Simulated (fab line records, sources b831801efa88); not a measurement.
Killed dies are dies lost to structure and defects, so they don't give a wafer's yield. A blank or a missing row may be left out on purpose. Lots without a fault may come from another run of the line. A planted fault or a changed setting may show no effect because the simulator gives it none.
fab line records | flow sky130
record lots=5 wafers=15 last_day=48
route steps=708 shown METAL2@483 VIA2@507
lots that met no fault: from a run of the same line without faults
start_h: hours from the record's first day to the start of the lot's first wafer shown | wait_h: hours since the lot's step before | " the same as in the row above | L1.1+2: a row that stands for several wafers | - no value, or no start given | * or withheld: withheld | < > ~ a bound
route shown NAME@n: a module of which the file shows steps, and the number in the route of the first | usual: mean/standard deviation of fault-free wafers | same: alike in all rows | chamber/n: place in a boat | sites: the reading at each site | _std_site: their standard deviation | _edge_site: outer sites' mean less inner sites' | radius_mm: how far each site lies from the wafer's centre | mask NAME#n: copy n | behind: the tool/chamber that last shaped the wafer | hold: why the lot was held/for how many hours/how that ended | device: the transistor (n, p or np) that didn't switch | end of line: the same wafers' tests at the end of the route | a step without rows: its recipe alone | killed: dies lost to structure and defects at the first sort, not the wafer's yield | map: a wafer's dies, x killed, . not, _ none there
set.NAME: the setting as run; set.NAME@STEP: as run at that earlier step | model.NAME: the simulator's own value behind a step, which no gauge read
lots at some steps of the route; a table a step, a row a wafer
services: from which hour (start_h, from the record's first day; less than 0 if before it) a tool's chamber was out of use, for how many hours, and why
## steps
# step SKY_METAL2_SPUTTER_00
# recipe material=Ti target_thk_nm=15 power_w=3000 time_s=10 chamber_pressure_pa=0.4
# usual chamber_pressure_pa=0.3999/0.00085 throttle_valve_pct=30.5/1.2
# columns lot.wafer tool chamber start_h wait_h chamber_pressure_pa throttle_valve_pct
L077.1 pvd_sputter-04 - 835.55 0.1 0.3999 31.2
L077.4 " - " " 0.3991 30.3
L077.6 " - " " 0.3990 31.5
L080.1 pvd_sputter-04 - 853.27 0.2 0.3993 31.8
L080.4 " - " " 0.3968 30.3
L080.5 " - " " 0.3985 31.4
L084.1 pvd_sputter-01 - 884.53 0.2 0.3994 30.4
L084.5 " - " " 0.3996 28.7
L084.6 " - " " 0.3991 29.5
L085.2 pvd_sputter-01 - 893.58 0.2 0.3994 28.6
L085.3 " - " " 0.4004 29.5
L085.5 " - " " 0.4003 30.4
L088.1 pvd_sputter-04 - 896.58 0.2 0.4008 31.6
L088.3 " - " " 0.3991 30.0
L088.6 " - " " 0.4005 31.3
# step SKY_METAL2_SPUTTER_01
# recipe material=TiN target_thk_nm=20 power_w=6500 time_s=16.7 chamber_pressure_pa=0.4
# usual chamber_pressure_pa=0.3999/0.0008 throttle_valve_pct=30.5/1.2
# columns lot.wafer tool chamber start_h wait_h chamber_pressure_pa throttle_valve_pct
L077.1 pvd_sputter-04 - 835.57 0.0 0.3999 31.3
L077.4 " - " " 0.3989 30.2
L077.6 " - " " 0.4007 31.6
L080.1 pvd_sputter-04 - 853.30 0.0 0.4002 31.5
L080.4 " - " " 0.4007 30.3
L080.5 " - " " 0.4005 31.5
L084.1 pvd_sputter-01 - 884.56 0.0 0.4002 30.0
L084.5 " - " " 0.3987 28.5
L084.6 " - " " 0.3994 29.5
L085.2 pvd_sputter-01 - 893.60 0.0 0.4017 28.5
L085.3 " - " " 0.4000 29.7
L085.5 " - " " 0.4008 30.3
L088.1 pvd_sputter-04 - 896.60 0.0 0.3977 31.2
L088.3 " - " " 0.3988 29.8
L088.6 " - " " 0.3991 31.5
# step SKY_METAL2_SPUTTER_02
# recipe material=AlCu target_thk_nm=250 power_w=10600 time_s=13.3 chamber_pressure_pa=0.4
# usual chamber_pressure_pa=0.4000/0.00078 throttle_valve_pct=30.5/1.2
# columns lot.wafer tool chamber start_h wait_h chamber_pressure_pa throttle_valve_pct
L077.1 pvd_sputter-04 - 835.60 0.0 0.4003 31.6
L077.4 " - " " 0.4009 30.4
L077.6 " - " " 0.3998 31.3
L080.1 pvd_sputter-04 - 853.32 0.0 0.4002 31.8
L080.4 " - " " 0.3991 30.3
L080.5 " - " " 0.3998 31.6
L084.1 pvd_sputter-01 - 884.58 0.0 0.4005 30.5
L084.5 " - " " 0.4002 28.9
L084.6 " - " " 0.4008 29.6
L085.2 pvd_sputter-01 - 893.62 0.0 0.3999 28.8
L085.3 " - " " 0.4009 29.4
L085.5 " - " " 0.4001 30.6
L088.1 pvd_sputter-04 - 896.62 0.0 0.3982 31.6
L088.3 " - " " 0.3992 30.0
L088.6 " - " " 0.4002 31.3
# step SKY_METAL2_SPUTTER_03
# recipe material=Ti target_thk_nm=5 power_w=3000 time_s=3.3 chamber_pressure_pa=0.4
# usual chamber_pressure_pa=0.4001/0.00082 throttle_valve_pct=30.5/1.2
# columns lot.wafer tool chamber start_h wait_h chamber_pressure_pa throttle_valve_pct
L077.1 pvd_sputter-04 - 835.62 0.0 0.4010 31.5
L077.4 " - " " 0.4014 30.1
L077.6 " - " " 0.3990 31.2
L080.1 pvd_sputter-04 - 853.35 0.0 0.3990 31.5
L080.4 " - " " 0.3981 30.1
L080.5 " - " " 0.3994 31.6
L084.1 pvd_sputter-01 - 884.61 0.0 0.4009 30.5
L084.5 " - " " 0.3995 28.3
L084.6 " - " " 0.3981 29.5
L085.2 pvd_sputter-01 - 893.65 0.0 0.3992 28.6
L085.3 " - " " 0.4008 29.4
L085.5 " - " " 0.3992 30.4
L088.1 pvd_sputter-04 - 896.65 0.0 0.4001 31.5
L088.3 " - " " 0.4017 30.1
L088.6 " - " " 0.3999 31.5
# step SKY_METAL2_SPUTTER_04
# recipe material=TiN target_thk_nm=70 power_w=6500 time_s=58.3 chamber_pressure_pa=0.4
# usual chamber_pressure_pa=0.4001/0.00083 throttle_valve_pct=30.5/1.2
# columns lot.wafer tool chamber start_h wait_h chamber_pressure_pa throttle_valve_pct
L077.1 pvd_sputter-04 - 835.64 0.0 0.4008 31.5
L077.4 " - " " 0.4009 30.1
L077.6 " - " " 0.4008 31.6
L080.1 pvd_sputter-04 - 853.37 0.0 0.3988 31.6
L080.4 " - " " 0.3987 30.1
L080.5 " - " " 0.3999 31.7
L084.1 pvd_sputter-01 - 884.62 0.0 0.4007 30.6
L084.5 " - " " 0.3995 28.5
L084.6 " - " " 0.3997 29.5
L085.2 pvd_sputter-01 - 893.67 0.0 0.4007 28.9
L085.3 " - " " 0.4018 29.5
L085.5 " - " " 0.3996 30.2
L088.1 pvd_sputter-04 - 896.67 0.0 0.4015 31.6
L088.3 " - " " 0.4000 30.2
L088.6 " - " " 0.4009 31.7
# step SKY_METAL2_RS_MEAS_05
# recipe thk_meas_gauge=four-point-probe reads=TiN_of_METAL2_SPUTTER_04+Ti_of_METAL2_SPUTTER_03+AlCu_of_METAL2_SPUTTER_02+TiN_of_METAL2_SPUTTER_01+Ti_of_METAL2_SPUTTER_00
# usual METAL2_ALCU_RS=0.1266/0.0017
# columns lot.wafer tool chamber start_h wait_h METAL2_ALCU_RS[ohm/sq]
L077.1 film_metro-02 - 835.69 0.0 0.1244
L077.4 " - " " 0.1268
L077.6 " - " " 0.1242
L080.1 film_metro-02 - 853.41 0.0 0.1248
L080.4 " - " " 0.1276
L080.5 " - " " 0.1235
L084.1 film_metro-03 - 884.67 0.0 0.1277
L084.5 " - " " 0.1283
L084.6 " - " " 0.1286
L085.2 film_metro-03 - 893.74 0.0 0.1278
L085.3 " - " " 0.1272
L085.5 " - " " 0.1290
L088.1 film_metro-02 - 896.72 0.0 0.1259
L088.3 " - " " 0.1290
L088.6 " - " " 0.1265
# step SKY_METAL2_THK_MEAS_06
# recipe thk_meas_gauge=xrf reads=AlCu_of_METAL2_SPUTTER_02
# usual METAL2_ALCU_THK=253/3.8
# columns lot.wafer tool chamber start_h wait_h METAL2_ALCU_THK[nm]
L077.1 film_metro-02 - 835.81 0.1 260
L077.4 " - " " 253
L077.6 " - " " 259
L080.1 film_metro-02 - 853.53 0.1 259
L080.4 " - " " 252
L080.5 " - " " 262
L084.1 film_metro-03 - 884.79 0.1 249
L084.5 " - " " 249
L084.6 " - " " 250
L085.2 film_metro-03 - 893.85 0.1 251
L085.3 " - " " 253
L085.5 " - " " 247
L088.1 film_metro-02 - 896.84 0.1 255
L088.3 " - " " 248
L088.6 " - " " 252
# step SKY_METAL2_DEHYDRATE_07
# recipe temp_c=200 time_s=60
# columns lot.wafer tool chamber start_h wait_h
L077.1+4+6 litho_track-02 0 847.95 12.1
L080.1+4+5 litho_track-04 0 866.11 12.6
L084.1+5+6 litho_track-02 0 896.36 11.6
L085.2+3+5 litho_track-02 0 905.43 11.6
L088.1+3+6 litho_track-02 0 908.61 11.8
# step SKY_METAL2_HMDS_08
# recipe prime_time_s=60 prime_temp_c=120
# columns lot.wafer tool chamber start_h wait_h
L077.1+4+6 litho_track-02 0 848.10 0.1
L080.1+4+5 litho_track-04 0 866.26 0.1
L084.1+5+6 litho_track-02 0 896.51 0.1
L085.2+3+5 litho_track-02 0 905.58 0.1
L088.1+3+6 litho_track-02 0 908.76 0.1
# step SKY_METAL2_COAT_09
# recipe resist=BARC temp_c=withheld time_s=withheld spin_rpm=3000 resist_thk_nm=60
# columns lot.wafer tool chamber start_h wait_h
L077.1+4+6 litho_track-02 0 848.25 0.1
L080.1+4+5 litho_track-04 0 866.41 0.1
L084.1+5+6 litho_track-02 0 896.66 0.1
L085.2+3+5 litho_track-02 0 905.73 0.1
L088.1+3+6 litho_track-02 0 908.91 0.1
# step SKY_METAL2_COAT_10
# recipe resist=KrF-thick spin_rpm=3000 resist_thk_nm=450
# columns lot.wafer tool chamber start_h wait_h
L077.1+4+6 litho_track-02 0 - -
L080.1+4+5 litho_track-04 0 - -
L084.1+5+6 litho_track-02 0 - -
L085.2+3+5 litho_track-02 0 - -
L088.1+3+6 litho_track-02 0 - -
# step SKY_METAL2_SOFTBAKE_11
# recipe temp_c=100 time_s=90 resist=KrF-thick
# columns lot.wafer tool chamber start_h wait_h
L077.1+4+6 litho_track-02 0 - -
L080.1+4+5 litho_track-04 0 - -
L084.1+5+6 litho_track-02 0 - -
L085.2+3+5 litho_track-02 0 - -
L088.1+3+6 litho_track-02 0 - -
# step SKY_METAL2_EXPOSE_12
# recipe mask_id=MM2 na=0.8 source_shape=annular sigma_inner=0.55 sigma_outer=0.85 target_cd_nm=140 dose_mj=28
# same na=0.8
# columns lot.wafer tool chamber start_h wait_h mask
L077.1+4+6 krf_scanner-02 0 - - MM2#0
L080.1+4+5 krf_scanner-01 0 - - MM2#0
L084.1+5+6 krf_scanner-01 0 - - MM2#0
L085.2+3+5 krf_scanner-02 0 - - MM2#0
L088.1+3+6 krf_scanner-01 0 - - MM2#0
# step SKY_METAL2_PEB_13
# recipe peb_temp_c=withheld peb_time_s=withheld resist=KrF-thick
# columns lot.wafer tool chamber start_h wait_h
L077.1+4+6 litho_track-03 0 - -
L080.1+4+5 litho_track-03 0 - -
L084.1+5+6 litho_track-03 0 - -
L085.2+3+5 litho_track-03 0 - -
L088.1+3+6 litho_track-03 0 - -
# step SKY_METAL2_DEVELOP_14
# recipe develop_time_s=60 resist=KrF-thick dev_temp_c=21
# columns lot.wafer tool chamber start_h wait_h
L077.1+4+6 litho_track-03 0 - -
L080.1+4+5 litho_track-03 0 - -
L084.1+5+6 litho_track-03 0 - -
L085.2+3+5 litho_track-03 0 - -
L088.1+3+6 litho_track-03 0 - -
# step SKY_METAL2_CD_MEAS_15
# recipe target_cd_nm=140
# usual cd_nm=139.4/1.7
# columns lot.wafer tool chamber start_h wait_h cd_nm
L077.1 cd_sem-01 - 861.98 - 142.3
L077.4 " - " " 143.2
L077.6 " - " " 143.8
L080.1 cd_sem-02 - 879.18 - 140.3
L080.4 " - " " 138.6
L080.5 " - " " 138.2
L084.1 cd_sem-01 - 909.68 - 140.1
L084.5 " - " " 140.9
L084.6 " - " " 141.0
L085.2 cd_sem-01 - 918.70 - 137.2
L085.3 " - " " 138.2
L085.5 " - " " 137.7
L088.1 cd_sem-01 - 922.33 - 139.8
L088.3 " - " " 139.0
L088.6 " - " " 139.0
# step SKY_METAL2_OVL_MEAS_16
# usual METAL2_OVL=-2/4.9
# columns lot.wafer tool chamber start_h wait_h METAL2_OVL[nm]
L077.1 overlay-02 - 862.10 0.1 -1
L077.4 " - " " 5
L077.6 " - " " 4
L080.1 overlay-01 - 879.30 0.1 1
L080.4 " - " " -2
L080.5 " - " " -1
L084.1 overlay-02 - 909.80 0.1 6
L084.5 " - " " -4
L084.6 " - " " 0
L085.2 overlay-01 - 918.81 0.1 -6
L085.3 " - " " -5
L085.5 " - " " -3
L088.1 overlay-01 - 922.45 0.1 -9
L088.3 " - " " 1
L088.6 " - " " -4
# step SKY_METAL2_DESCUM_17
# recipe chemistry=O2 source_power_w=150 bias_power_w=0 pressure_mtorr=10 temp_c=40 time_s=8
# usual drypump_motor_current_A=5.7/0.53 oes_product_au=1.000/0.01
# columns lot.wafer tool chamber start_h wait_h drypump_motor_current_A oes_product_au rf_hours_counter_h
L077.1 rie_metal-02 1 862.14 0.0 6.3 1.007 18
L077.4 " 0 " " 6.5 1.007 -
L077.6 " 1 " " 6.3 0.997 -
L080.1 rie_metal-03 0 879.34 0.0 5.0 0.992 13
L080.4 " 0 " " 5.1 0.997 -
L080.5 " 0 " " 5.1 0.992 -
L084.1 rie_metal-03 1 909.84 0.0 5.7 1.011 2
L084.5 " 0 " " 5.1 0.994 -
L084.6 " 1 " " 5.7 1.013 -
L085.2 rie_metal-02 1 918.85 0.0 6.3 1.004 -
L085.3 " 1 " " 6.3 1.008 -
L085.5 " 1 " " 6.3 1.004 -
L088.1 rie_metal-03 1 922.49 0.0 5.7 1.001 3
L088.3 " 1 " " 5.7 1.004 -
L088.6 " 1 " " 5.7 1.007 -
# step SKY_METAL2_ETCH_18
# recipe chemistry=N2/H2 target=BARC ion_energy_ev=200 bias_w=100 pressure_mtorr=30 n2_flow_sccm=100 h2_flow_sccm=200 icp_w=500 stop_on=SiO2 time_s=45.9 target_depth_a=600
# usual drypump_motor_current_A=5.7/0.53 oes_product_au=0.854/0.0049 throttle_valve_pct=13.225/0.0089
# columns lot.wafer tool chamber start_h wait_h drypump_motor_current_A oes_product_au rf_hours_counter_h throttle_valve_pct
L077.1 rie_metal-02 1 862.17 0.0 6.3 0.856 18 13.221
L077.4 " 0 " " 6.5 0.859 - 13.211
L077.6 " 1 " " 6.3 0.858 - 13.230
L080.1 rie_metal-03 0 879.37 0.0 5.1 0.862 13 13.234
L080.4 " 0 " " 5.1 0.852 - 13.217
L080.5 " 0 " " 5.1 0.858 - 13.239
L084.1 rie_metal-03 1 909.87 0.0 5.7 0.853 2 13.225
L084.5 " 0 " " 5.1 0.853 - 13.225
L084.6 " 1 " " 5.7 0.854 - 13.229
L085.2 rie_metal-02 1 918.92 0.1 6.3 0.849 - 13.232
L085.3 " 1 " " 6.3 0.858 - 13.220
L085.5 " 1 " " 6.3 0.854 - 13.227
L088.1 rie_metal-03 1 922.52 0.0 5.7 0.849 3 13.238
L088.3 " 1 " " 5.7 0.852 - 13.237
L088.6 " 1 " " 5.7 0.850 - 13.218
# step SKY_METAL2_METAL_ETCH_19
# recipe target_depth_a=3600 stop_on=SiO2 over_etch_frac=0.3 time_s=78 chemistry=Cl2/BCl3 resist_sidewall_deg=88 pressure_mtorr=10 icp_w=900 bias_w=48.5 Cl2_flow_sccm=60 bcl3_flow_sccm=30
# usual drypump_motor_current_A=5.7/0.53 oes_product_au=0.855/0.0067 throttle_valve_pct=22.264/0.0093
# columns lot.wafer tool chamber start_h wait_h drypump_motor_current_A oes_product_au rf_hours_counter_h throttle_valve_pct
L077.1 rie_metal-02 1 862.23 0.0 6.3 0.863 18 22.261
L077.4 " 0 " " 6.5 0.854 - 22.275
L077.6 " 1 " " 6.3 0.854 - 22.273
L080.1 rie_metal-03 0 879.43 0.0 5.1 0.864 13 22.266
L080.4 " 0 " " 5.1 0.861 - 22.273
L080.5 " 0 " " 5.1 0.860 - 22.276
L084.1 rie_metal-03 1 909.93 0.0 5.7 0.848 2 22.277
L084.5 " 0 " " 5.1 0.855 - 22.280
L084.6 " 1 " " 5.7 0.860 - 22.264
L085.2 rie_metal-02 1 919.06 0.1 6.4 0.854 - 22.257
L085.3 " 1 " " 6.3 0.854 - 22.265
L085.5 " 1 " " 6.3 0.847 - 22.268
L088.1 rie_metal-03 1 922.58 0.0 5.7 0.857 3 22.276
L088.3 " 1 " " 5.7 0.845 - 22.263
L088.6 " 1 " " 5.7 0.856 - 22.265
# step SKY_METAL2_STRIP_20
# recipe chemistry=O2/N2 power_w=1400 pressure_mtorr=1500 platen_temp_c=withheld o2_flow_sccm=3000 n2_flow_sccm=300 overash_fraction=0.5
# usual drypump_motor_current_A=5.9/0.49 oes_product_au=0.343/0.0049 strip_time_to_endpoint_s=2.69/0.048
# same overash_fraction=0.5
# columns lot.wafer tool chamber start_h wait_h drypump_motor_current_A oes_product_au rf_hours_counter_h strip_time_to_endpoint_s
L077.1 plasma_asher-02 0 862.32 0.1 5.9 0.338 10 2.69
L077.4 " 0 " " 5.9 0.348 - 2.69
L077.6 " 1 " " 5.6 0.341 - 2.69
L080.1 plasma_asher-02 1 879.52 0.1 5.6 0.347 12 2.74
L080.4 " 1 " " 5.6 0.347 - 2.78
L080.5 " 0 " " 5.9 0.352 - 2.77
L084.1 plasma_asher-04 1 910.02 0.1 6.6 0.343 77 2.66
L084.5 " 0 " " 5.3 0.338 - 2.71
L084.6 " 1 " " 6.7 0.341 - 2.66
L085.2 plasma_asher-04 0 919.21 0.1 5.4 0.342 78 2.63
L085.3 " 0 " " 5.3 0.336 - 2.65
L085.5 " 1 " " 6.6 0.350 - 2.66
L088.1 plasma_asher-04 0 922.67 0.1 5.3 0.338 78 2.61
L088.3 " 1 " " 6.6 0.344 - 2.64
L088.6 " 1 " " 6.6 0.347 - 2.66
# step SKY_METAL2_STRIP_21
# recipe chemistry=post_etch_residue_remover time_s=1200 temp_c=72.5
# columns lot.wafer tool chamber start_h wait_h
L077.1+4+6 wet_bench-04 3 862.42 0.1
L080.1+4+5 wet_bench-03 2 879.62 0.1
L084.1+5+6 wet_bench-03 0 910.12 0.1
L085.2+3+5 wet_bench-03 3 919.31 0.1
L088.1+3+6 wet_bench-02 2 922.77 0.1
# step SKY_METAL2_CLEAN_22
# recipe chemistry=IPA time_s=180 temp_c=25
# columns lot.wafer tool chamber start_h wait_h
L077.1+4+6 wet_bench-03 1 862.77 0.0
L080.1+4+5 wet_bench-02 3 880.00 0.0
L084.1+5+6 wet_bench-03 0 910.47 0.0
L085.2+3+5 wet_bench-04 2 919.65 0.0
L088.1+3+6 wet_bench-03 0 923.12 0.0
# step SKY_METAL2_CLEAN_23
# recipe chemistry=O3/DIW dry=n2_spin
# columns lot.wafer tool chamber start_h wait_h
L077.1+4+6 wet_bench-04 1 862.82 0.0
L080.1+4+5 wet_bench-04 1 880.06 0.0
L084.1+5+6 wet_bench-03 0 910.52 0.0
L085.2+3+5 wet_bench-03 3 919.71 0.0
L088.1+3+6 wet_bench-04 3 923.17 0.0
# step SKY_VIA2_HDPCVD_00
# recipe material=SiO2 target_thk_nm=1180 sigma_open_frac=0.3 time_s=196.7 temp_c=400 sih4_flow_sccm=60 pressure_mtorr=6
# columns lot.wafer tool chamber start_h wait_h
L077.1+4+6 hdpcvd-02 2,1,0 862.92 0.0
L080.1+4+5 hdpcvd-02 0,0,1 880.15 0.0
L084.1+5+6 hdpcvd-01 0,1,0 910.62 0.0
L085.2+3+5 hdpcvd-02 1,2,1 919.80 0.0
L088.1+3+6 hdpcvd-01 1,0,2 923.27 0.0
# step SKY_VIA2_THK_MEAS_01
# recipe reads=SiO2_of_VIA2_HDPCVD_00
# usual VIA2_HDPCVD_THK=1180/14
# columns lot.wafer tool chamber start_h wait_h VIA2_HDPCVD_THK[nm]
L077.1 film_metro-03 - 863.04 0.1 1180
L077.4 " - " " 1208
L077.6 " - " " 1198
L080.1 film_metro-01 - 880.27 0.1 1188
L080.4 " - " " 1192
L080.5 " - " " 1185
L084.1 film_metro-03 - 910.74 0.1 1167
L084.5 " - " " 1153
L084.6 " - " " 1162
L085.2 film_metro-04 - 919.94 0.1 1202
L085.3 " - " " 1195
L085.5 " - " " 1189
L088.1 film_metro-03 - 923.39 0.1 1162
L088.3 " - " " 1170
L088.6 " - " " 1162
# step SKY_VIA2_CMP_02
# recipe material=SiO2 down_force_psi=4 platen_rpm=60 pad_velocity_m_s=0.94248
# usual head_pressure_psi=4.000/0.0086 motor_current_A=11.5/1.2 platen_rpm=60.01/0.035 slurry_filter_dp_kPa=13.50/0.14
# columns lot.wafer tool chamber start_h wait_h head_pressure_psi motor_current_A platen_rpm slurry_filter_dp_kPa
L077.1 cmp-02 3 863.15 0.1 3.980 11.2 60.03 13.62
L077.4 " 1 " " 3.993 12.7 60.01 13.36
L077.6 " 3 " " 3.998 10.4 60.01 13.73
L080.4 cmp-01 1 880.33 0.0 4.010 13.1 60.00 13.49
L080.1 " 0 " " 3.997 11.9 59.99 13.34
L080.5 " 2 " " 4.001 12.1 60.05 13.70
L084.1 cmp-02 3 910.90 0.1 3.996 10.6 60.02 13.47
L084.6 " 1 " " 3.995 12.0 59.94 13.58
L084.5 " 2 " " 4.001 10.0 60.03 13.41
L085.2 cmp-02 0 920.09 0.1 4.003 12.4 60.06 13.46
L085.3 " 1 " " 3.997 12.1 59.99 13.56
L085.5 " 2 " " 4.008 9.6 60.01 13.45
L088.1 cmp-02 2 923.45 0.1 3.990 9.7 60.00 13.63
L088.3 " 0 " " 3.995 12.2 60.02 13.40
L088.6 " 2 " " 4.000 9.9 60.02 13.51
# step SKY_VIA2_BOW_MEAS_03
# recipe mode=bow
# usual VIA2_BOW=86/6.2
# columns lot.wafer tool chamber start_h wait_h VIA2_BOW[um]
L077.1 film_metro-01 - 863.40 0.2 93
L077.4 " - " " 89
L077.6 " - " " 96
L080.1 film_metro-01 - 880.63 0.1 87
L080.4 " - " " 88
L080.5 " - " " 88
L084.1 film_metro-04 - 911.10 0.1 81
L084.5 " - " " 83
L084.6 " - " " 88
L085.2 film_metro-03 - 920.31 0.2 87
L085.3 " - " " 86
L085.5 " - " " 91
L088.1 film_metro-04 - 923.75 0.2 85
L088.3 " - " " 90
L088.6 " - " " 79
# step SKY_VIA2_DEHYDRATE_04
# recipe temp_c=200 time_s=60
# columns lot.wafer tool chamber start_h wait_h
L077.1+4+6 litho_track-01 0 875.11 11.7
L080.1+4+5 litho_track-03 0 892.58 11.9
L084.1+5+6 litho_track-04 0 922.96 11.8
L085.2+3+5 litho_track-01 0 931.84 11.5
L088.1+3+6 litho_track-03 0 935.03 11.3
# step SKY_VIA2_HMDS_05
# recipe prime_time_s=60 prime_temp_c=120
# columns lot.wafer tool chamber start_h wait_h
L077.1+4+6 litho_track-01 0 875.26 0.1
L080.1+4+5 litho_track-03 0 892.73 0.1
L084.1+5+6 litho_track-04 0 923.11 0.1
L085.2+3+5 litho_track-01 0 931.99 0.1
L088.1+3+6 litho_track-03 0 935.18 0.1
# step SKY_VIA2_COAT_06
# recipe resist=BARC temp_c=withheld time_s=withheld spin_rpm=3000 resist_thk_nm=60
# columns lot.wafer tool chamber start_h wait_h
L077.1+4+6 litho_track-01 0 875.41 0.1
L080.1+4+5 litho_track-03 0 892.88 0.1
L084.1+5+6 litho_track-04 0 923.26 0.1
L085.2+3+5 litho_track-01 0 932.14 0.1
L088.1+3+6 litho_track-03 0 935.33 0.1
# step SKY_VIA2_COAT_07
# recipe resist=KrF-thick spin_rpm=3000 resist_thk_nm=450
# columns lot.wafer tool chamber start_h wait_h
L077.1+4+6 litho_track-01 0 - -
L080.1+4+5 litho_track-03 0 - -
L084.1+5+6 litho_track-04 0 - -
L085.2+3+5 litho_track-01 0 - -
L088.1+3+6 litho_track-03 0 - -
# step SKY_VIA2_SOFTBAKE_08
# recipe temp_c=100 time_s=90 resist=KrF-thick
# columns lot.wafer tool chamber start_h wait_h
L077.1+4+6 litho_track-01 0 - -
L080.1+4+5 litho_track-03 0 - -
L084.1+5+6 litho_track-04 0 - -
L085.2+3+5 litho_track-01 0 - -
L088.1+3+6 litho_track-03 0 - -
# step SKY_VIA2_EXPOSE_09
# recipe mask_id=VIM2 na=0.8 source_shape=annular sigma_inner=0.55 sigma_outer=0.85 target_cd_nm=200 dose_mj=38
# same na=0.8
# columns lot.wafer tool chamber start_h wait_h mask
L077.1+4+6 krf_scanner-01 0 - - VIM2#0
L080.1+4+5 krf_scanner-01 0 - - VIM2#0
L084.1+5+6 krf_scanner-01 0 - - VIM2#0
L085.2+3+5 krf_scanner-01 0 - - VIM2#0
L088.1+3+6 krf_scanner-02 0 - - VIM2#0
# step SKY_VIA2_PEB_10
# recipe peb_temp_c=withheld peb_time_s=withheld resist=KrF-thick
# columns lot.wafer tool chamber start_h wait_h
L077.1+4+6 litho_track-03 0 - -
L080.1+4+5 litho_track-04 0 - -
L084.1+5+6 litho_track-04 0 - -
L085.2+3+5 litho_track-04 0 - -
L088.1+3+6 litho_track-01 0 - -
# step SKY_VIA2_DEVELOP_11
# recipe develop_time_s=60 resist=KrF-thick dev_temp_c=21
# columns lot.wafer tool chamber start_h wait_h
L077.1+4+6 litho_track-03 0 - -
L080.1+4+5 litho_track-04 0 - -
L084.1+5+6 litho_track-04 0 - -
L085.2+3+5 litho_track-04 0 - -
L088.1+3+6 litho_track-01 0 - -
# step SKY_VIA2_CD_MEAS_12
# recipe target_cd_nm=200
# usual cd_nm=200.4/1.2
# columns lot.wafer tool chamber start_h wait_h cd_nm
L077.1 cd_sem-01 - 888.48 - 200.3
L077.4 " - " " 199.8
L077.6 " - " " 200.4
L080.1 cd_sem-02 - 905.21 - 200.9
L080.4 " - " " 201.7
L080.5 " - " " 199.7
L084.1 cd_sem-02 - 935.56 - 200.4
L084.5 " - " " 200.5
L084.6 " - " " 201.4
L085.2 cd_sem-02 - 944.73 - 199.0
L085.3 " - " " 199.6
L085.5 " - " " 199.1
L088.1 cd_sem-02 - 948.31 - 201.5
L088.3 " - " " 202.9
L088.6 " - " " 202.9
# step SKY_VIA2_OVL_MEAS_13
# usual VIA2_OVL=-3/4.8
# columns lot.wafer tool chamber start_h wait_h VIA2_OVL[nm]
L077.1 overlay-02 - 888.60 0.1 -2
L077.4 " - " " -9
L077.6 " - " " -4
L080.1 overlay-01 - 905.33 0.1 6
L080.4 " - " " -3
L080.5 " - " " 7
L084.1 overlay-01 - 935.68 0.1 -7
L084.5 " - " " -4
L084.6 " - " " 1
L085.2 overlay-01 - 944.83 0.1 -5
L085.3 " - " " -2
L085.5 " - " " 2
L088.1 overlay-02 - 948.43 0.1 1
L088.3 " - " " 0
L088.6 " - " " 3
# step SKY_VIA2_ETCH_14
# recipe chemistry=N2/H2 target=BARC ion_energy_ev=200 source_w=500 bias_w=100 pressure_mtorr=30 n2_flow_sccm=100 h2_flow_sccm=200 stop_on=SiO2 time_s=45.9 target_depth_a=600
# usual drypump_motor_current_A=5.8/0.53 oes_product_au=0.854/0.005 throttle_valve_pct=13.225/0.0087
# columns lot.wafer tool chamber start_h wait_h drypump_motor_current_A oes_product_au rf_hours_counter_h throttle_valve_pct
L077.1 rie_diel-03 1 888.64 0.0 6.2 0.860 11 13.229
L077.4 " 0 " " 5.8 0.854 13 13.217
L077.6 " 1 " " 6.2 0.856 - 13.226
L080.1 rie_diel-03 1 905.36 0.0 6.2 0.854 12 13.220
L080.4 " 2 " " 5.4 0.850 2 13.242
L080.5 " 1 " " 6.2 0.852 - 13.222
L084.1 rie_diel-02 0 935.71 0.0 5.7 0.852 14 13.228
L084.5 " 1 " " 5.3 0.854 - 13.229
L084.6 " 2 " " 5.6 0.848 - 13.220
L085.2 rie_diel-01 0 944.86 0.0 6.4 0.847 22 13.228
L085.3 " 2 " " 6.4 0.856 24 13.223
L085.5 " 3 " " 5.2 0.845 - 13.220
L088.1 rie_diel-01 3 948.47 0.0 5.2 0.862 10 13.217
L088.3 " 0 " " 6.5 0.853 23 13.216
L088.6 " 2 " " 6.4 0.855 - 13.233
# step SKY_VIA2_ETCH_15
# recipe target=SiO2 chemistry=C4F8/O2/Ar target_depth_nm=546 stop_on=TiN mask_material=KrF-thick source_w=1500 bias_w=1200 pressure_mtorr=40 c4f8_flow_sccm=withheld O2_flow_sccm=6 Ar_flow_sccm=300 time_s=84
# usual oes_product_au=0.939/0.005
# columns lot.wafer tool chamber start_h wait_h oes_product_au rf_hours_counter_h
L077.1 rie_diel-03 1 888.68 0.0 0.937 11
L077.4 " 0 " " 0.936 13
L077.6 " 1 " " 0.941 -
L080.1 rie_diel-03 1 905.40 0.0 0.931 12
L080.4 " 2 " " 0.939 2
L080.5 " 1 " " 0.949 -
L084.1 rie_diel-02 0 935.75 0.0 0.950 14
L084.5 " 1 " " 0.939 -
L084.6 " 2 " " 0.937 -
L085.2 rie_diel-01 0 944.90 0.0 0.945 22
L085.3 " 2 " " 0.942 24
L085.5 " 3 " " 0.940 -
L088.1 rie_diel-01 3 948.51 0.0 0.942 10
L088.3 " 0 " " 0.937 23
L088.6 " 2 " " 0.943 -
## services
# columns tool chamber start_h hours kind
rie_diel-01 - 813.41 2.8 pm
cmp-02 - 814.81 1.1 repair
krf_scanner-01 - 815.35 0.9 repair
cmp-02 - 817.89 4.6 pm
cmp-02 - 827.11 2.0 repair
krf_scanner-01 - 829.53 4.0 pm
rie_diel-02 - 851.03 0.2 repair
rie_diel-03 3 859.84 3.5 repair
krf_scanner-01 - 865.06 1.0 pm
rie_diel-03 0 874.78 11.9 repair
rie_diel-01 1 876.91 86.9 repair
rie_diel-02 0 876.93 2.8 repair
krf_scanner-02 - 884.16 1.0 pm
krf_scanner-01 - 887.51 1.3 pm
rie_metal-03 - 901.08 0.5 repair
plasma_asher-02 - 902.56 6.1 repair
pvd_sputter-04 - 909.72 5.0 repair
rie_diel-01 2 913.82 1.8 repair
pvd_sputter-01 - 923.22 5.2 repair
rie_diel-02 3 928.86 18.5 repair
rie_diel-03 1 929.57 8.1 repair
rie_metal-03 0 933.68 112.1 repair
cmp-02 - 935.33 0.6 repair
rie_diel-03 0 941.26 2.2 repair
## key
fault none
